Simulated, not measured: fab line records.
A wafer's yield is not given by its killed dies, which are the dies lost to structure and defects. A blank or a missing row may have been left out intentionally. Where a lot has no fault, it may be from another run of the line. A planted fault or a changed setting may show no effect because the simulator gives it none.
fab line records | flow sky130
record: lots: 13 wafers: 39 last-day: 51
route steps=708 shown NWELL@66 LDD_HVN@274 LI_CONTACT@375 METAL2@484
lots untouched by any fault: they come from a run of this same line in which no faults occurred
start-h: hours from the record's opening day to when the first of the lot's shown wafers began | wait-h: hours from the lot's prior step to this one | " unchanged from the row above | L1.1+2: a row that stands for several wafers | - no value present, or no start provided | * or withheld: withheld | < > ~ a bound
route shown NAME@n: names a module that has steps shown in the file, with the first one's number in the route | usual: average and standard deviation across the fault-free wafers | same: alike in all rows | chamber/n: place in a boat | sites: the reading at each site | _std_site: the values' standard deviation | _edge_site: mean of outer sites minus mean of inner sites | radius-mm: how far each site lies from the wafer's centre | mask NAME#n: copy n | behind: tool/chamber where the wafer was last shaped | hold: why the lot was held/for how many hours/how that ended | device: which transistor (n, p or np) failed to switch | end of line: tests of these same wafers at the route's end | a step without rows: its recipe alone | killed: dies lost to structure and defects at the first sort, not the wafer's yield | map: per-die view of a wafer (x killed, . not killed, _ where there is no die)
set.NAME: setting as actually run; set.NAME@STEP: the setting as run at that earlier step | model.NAME: the simulator's own value behind a step, which no gauge read
the route's steps for a sample of lots (tables are steps, rows are wafers)
services: the hour from which a tool's chamber was out of use, counted from the record's first day as start-h (under 0 if before that day), plus the number of hours and why
== steps ==
step: SKY_NWELL_IMPLANT_13
recipe: species: P energy-kev: 50 dose-cm2: 7e+11 tilt-deg: withheld
columns lot.wafer tool chamber start-h wait-h
L749.1+3+6 implanter-01 0 94.50 0.1
L750.3+4+6 implanter-03 0 108.21 0.1
L752.2+3+5 implanter-03 0 111.45 0.1
L752.2+3+5 implanter-03 0 111.77 0.3
L751.1+4+5 implanter-01 0 111.75 0.1
L753.1+4+5 implanter-01 0 122.62 0.1
L753.1+4+5 implanter-01 0 122.93 0.3
L763.1+4+6 implanter-01 0 174.69 0.1
L763.1+4+6 implanter-01 0 175.00 0.3
L764.3+4+5 implanter-01 0 177.24 0.1
L765.2+4+5 implanter-01 0 184.96 0.1
L766.3+4+6 implanter-02 0 188.99 0.1
L767.1+5+6 implanter-01 0 193.54 0.1
L768.1+3+4 implanter-01 0 202.60 0.1
L770.1+3+5 implanter-01 0 214.60 0.1
L771.2+5+6 implanter-01 0 227.29 0.1
step: SKY_NWELL_RS_MEAS_29
recipe: thk-meas-gauge: four-point-probe
usual: NWELL_RS: 621.5/1.6
columns lot.wafer tool chamber start-h wait-h NWELL_RS[ohm/sq]
L749.1 film-metro-04 - 113.56 0.1 620.3
L749.3 " - " " 621.0
L749.6 " - " " 618.6
L750.3 film-metro-02 - 126.22 0.1 619.3
L750.4 " - " " 621.3
L750.6 " - " " 619.5
L752.2 film-metro-01 - 130.05 0.1 601.4
L752.3 " - " " 600.5
L752.5 " - " " 601.3
L752.2 film-metro-01 - 130.41 0.3 601.5
L752.3 " - " " 599.8
L752.5 " - " " 602.0
L751.1 film-metro-04 - 130.38 0.1 619.3
L751.4 " - " " 620.1
L751.5 " - " " 621.2
L753.1 film-metro-02 - 141.41 0.1 604.3
L753.4 " - " " 604.8
L753.5 " - " " 604.8
L753.1 film-metro-02 - 141.77 0.3 603.2
L753.4 " - " " 605.0
L753.5 " - " " 605.0
L763.1 film-metro-04 - 195.35 0.1 602.2
L763.4 " - " " 601.0
L763.6 " - " " 599.7
L763.1 film-metro-04 - 195.71 0.3 600.5
L763.4 " - " " 599.4
L763.6 " - " " 598.9
L764.3 film-metro-02 - 198.85 0.1 623.7
L764.4 " - " " 624.8
L764.5 " - " " 623.5
L765.2 film-metro-01 - 206.87 0.1 619.9
L765.4 " - " " 620.8
L765.5 " - " " 619.7
L766.3 film-metro-01 - 211.24 0.1 619.2
L766.4 " - " " 619.1
L766.6 " - " " 618.3
L767.1 film-metro-02 - 216.11 0.1 623.4
L767.5 " - " " 624.8
L767.6 " - " " 622.9
L768.1 film-metro-02 - 224.91 0.1 623.4
L768.3 " - " " 622.5
L768.4 " - " " 623.0
L770.1 film-metro-02 - 237.58 0.1 621.4
L770.3 " - " " 622.1
L770.5 " - " " 622.2
L771.2 film-metro-02 - 250.61 0.1 621.8
L771.5 " - " " 623.8
L771.6 " - " " 621.2
step: SKY_LDD_HVN_OVL_MEAS_07
usual: LDD_HVN_OVL: -1.3/1.4
columns lot.wafer tool chamber start-h wait-h LDD_HVN_OVL[nm]
L749.1 overlay-02 - 472.43 0.1 -3.0
L749.3 " - " " -2.1
L749.6 " - " " -0.9
L750.3 overlay-02 - 495.07 0.1 -2.7
L750.4 " - " " -3.8
L750.6 " - " " -2.4
L752.2 overlay-01 - 495.99 0.1 0.2
L752.3 " - " " -0.1
L752.5 " - " " -0.5
L751.1 overlay-02 - 503.13 0.1 -1.5
L751.4 " - " " -2.3
L751.5 " - " " -1.4
L753.1 overlay-02 - 520.66 0.1 0.0
L753.4 " - " " -2.0
L753.5 " - " " 0.0
L764.3 overlay-01 - 606.42 0.1 -0.8
L764.4 " - " " 0.8
L764.5 " - " " -0.8
L763.1 overlay-02 - 607.66 0.1 -2.3
L763.4 " - " " -4.1
L763.6 " - " " -4.5
L765.2 overlay-02 - 610.44 0.1 -1.7
L765.4 " - " " -2.3
L765.5 " - " " -0.9
L766.3 overlay-01 - 614.37 0.1 -0.9
L766.4 " - " " -1.6
L766.6 " - " " -2.2
L767.1 overlay-01 - 626.53 0.1 -0.4
L767.5 " - " " -2.2
L767.6 " - " " -1.1
L768.1 overlay-02 - 638.53 0.1 -2.0
L768.3 " - " " -0.7
L768.4 " - " " -0.4
L770.1 overlay-01 - 648.78 0.1 -0.6
L770.3 " - " " -0.8
L770.5 " - " " 0.1
L771.2 overlay-02 - 664.17 0.1 -0.4
L771.5 " - " " -0.9
L771.6 " - " " -0.3
step: SKY_LI_CONTACT_OVL_MEAS_13
usual: LI_CONTACT_OVL: 0/6
columns lot.wafer tool chamber start-h wait-h LI_CONTACT_OVL[nm]
L749.1 overlay-01 - 684.62 0.1 -4
L749.3 " - " " -1
L749.6 " - " " -12
L750.3 overlay-02 - 705.06 0.1 -2
L750.4 " - " " 0
L750.6 " - " " 8
L752.2 overlay-01 - 707.47 0.1 7
L752.3 " - " " -8
L752.5 " - " " 0
L751.1 overlay-02 - 712.85 0.1 -3
L751.4 " - " " 4
L751.5 " - " " -5
L753.1 overlay-02 - 730.70 0.1 -9
L753.4 " - " " -4
L753.5 " - " " -4
L764.3 overlay-02 - 807.43 0.1 -9
L764.4 " - " " 2
L764.5 " - " " -13
L763.1 overlay-02 - 808.53 0.1 11
L763.4 " - " " 8
L763.6 " - " " 3
L765.2 overlay-02 - 809.49 0.1 0
L765.4 " - " " -1
L765.5 " - " " 1
L766.3 overlay-01 - 812.45 0.1 -1
L766.4 " - " " 1
L766.6 " - " " -1
L767.1 overlay-02 - 825.74 0.1 -12
L767.5 " - " " -15
L767.6 " - " " -4
L768.1 overlay-01 - 836.07 0.1 10
L768.3 " - " " 1
L768.4 " - " " 9
L770.1 overlay-01 - 846.22 0.1 0
L770.3 " - " " -1
L770.5 " - " " 5
L771.2 overlay-01 - 860.36 0.1 0
L771.5 " - " " 0
L771.6 " - " " 2
step: SKY_METAL2_SPUTTER_01
recipe: material: TiN target-thk-nm: 20 power-w: 6500 time-s: 16.7 chamber-pressure-pa: 0.4
usual: chamber-pressure-pa: 0.3999/0.00087 throttle-valve-pct: 29.6/1
columns lot.wafer tool chamber start-h wait-h chamber-pressure-pa throttle-valve-pct
L749.1 pvd-sputter-04 - 801.31 0.0 0.3998 29.6
L749.3 " - " " 0.4005 28.2
L749.6 " - " " 0.4002 30.2
L750.3 pvd-sputter-01 - 820.82 0.0 0.4005 30.1
L750.4 " - " " 0.4019 31.3
L750.6 " - " " 0.4003 31.4
L752.2 pvd-sputter-01 - 824.53 0.0 0.4000 29.9
L752.3 " - " " 0.4009 28.3
L752.5 " - " " 0.4009 30.3
L751.1 pvd-sputter-01 - 828.66 0.0 0.4009 31.2
L751.4 " - " " 0.3992 28.5
L751.5 " - " " 0.3998 31.4
L753.1 pvd-sputter-01 - 847.97 0.0 0.4004 30.3
L753.4 " - " " 0.3991 28.3
L753.5 " - " " 0.4006 30.3
L764.3 pvd-sputter-04 - 919.38 0.0 0.4009 28.5
L764.4 " - " " 0.3999 30.1
L764.5 " - " " 0.3992 28.4
L763.1 pvd-sputter-02 - 919.45 0.0 0.3999 29.5
L763.4 " - " " 0.3993 29.1
L763.6 " - " " 0.4011 28.9
L765.2 pvd-sputter-01 - 920.67 0.0 0.3994 31.1
L765.4 " - " " 0.4004 28.1
L765.5 " - " " 0.4001 28.2
L766.3 pvd-sputter-01 - 924.03 0.0 0.3996 28.6
L766.4 " - " " 0.3991 31.0
L766.6 " - " " 0.4002 28.1
L767.1 pvd-sputter-04 - 936.60 0.0 0.4001 28.9
L767.5 " - " " 0.3998 28.6
L767.6 " - " " 0.3995 29.1
L768.1 pvd-sputter-01 - 946.70 0.0 0.4002 28.4
L768.3 " - " " 0.3983 28.4
L768.4 " - " " 0.4008 31.3
L770.1 pvd-sputter-02 - 952.76 0.0 0.4009 29.0
L770.3 " - " " 0.4008 29.6
L770.5 " - " " 0.4002 31.4
L771.2 pvd-sputter-04 - 966.99 0.0 0.3998 29.4
L771.5 " - " " 0.4004 29.6
L771.6 " - " " 0.3998 28.4
== services ==
columns tool chamber start-h hours kind
pvd-sputter-01 - 93.61 2.8 repair
implanter-03 - 123.24 0.8 repair
implanter-01 - 157.04 1.1 repair
implanter-03 - 166.76 5.5 pm
implanter-03 - 234.22 2.3 pm
pvd-sputter-04 - 321.85 4.2 repair
implanter-01 - 426.40 1.6 repair
implanter-01 - 437.83 2.1 repair
pvd-sputter-04 - 439.76 2.9 repair
pvd-sputter-01 - 443.27 0.6 repair
pvd-sputter-04 - 501.17 1.4 repair
pvd-sputter-04 - 518.84 4.9 repair
implanter-01 - 526.18 19.2 repair
implanter-01 - 545.43 3.0 pm
implanter-01 - 571.97 2.0 repair
pvd-sputter-04 - 648.84 2.5 repair
pvd-sputter-01 - 668.58 0.7 repair
pvd-sputter-01 - 729.11 5.1 repair
implanter-01 - 768.48 2.9 pm
pvd-sputter-04 - 780.91 9.5 repair
implanter-01 - 861.36 0.7 repair
pvd-sputter-01 - 862.72 5.0 repair
implanter-01 - 920.49 1.9 repair
implanter-01 - 945.64 1.6 repair
== key ==
first-sign: step: SKY_NWELL_IMPLANT_13 reading: visit direction: added
effect: step: SKY_NWELL_RS_MEAS_29 reading: visit direction: added
effect: step: SKY_NWELL_RS_MEAS_29 reading: NWELL_RS direction: down sigmas: 12 usual: 621.5 struck: 602.2
met-at SKY_NWELL_IMPLANT_13
struck-lots L752,L753,L763
tester-left-out L752,L753,L763
not-acting-at SKY_LDD_HVN_OVL_MEAS_07,SKY_LI_CONTACT_OVL_MEAS_13,SKY_METAL2_SPUTTER_01
fault: kind: repeated-step-whole tool: implanter-01,implanter-02,implanter-03 chamber: - onset-h: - steps: SKY_NWELL_IMPLANT_13 times: 1 scope: struck-lots-only
tester-left-out: of these lots the tester's yield and bins aren't shown, on N5 and GAA mostly nor the transistor test; their killed dies are dies lost to structure and defects alone, not to doping, threshold or leakage, so they don't give the yield
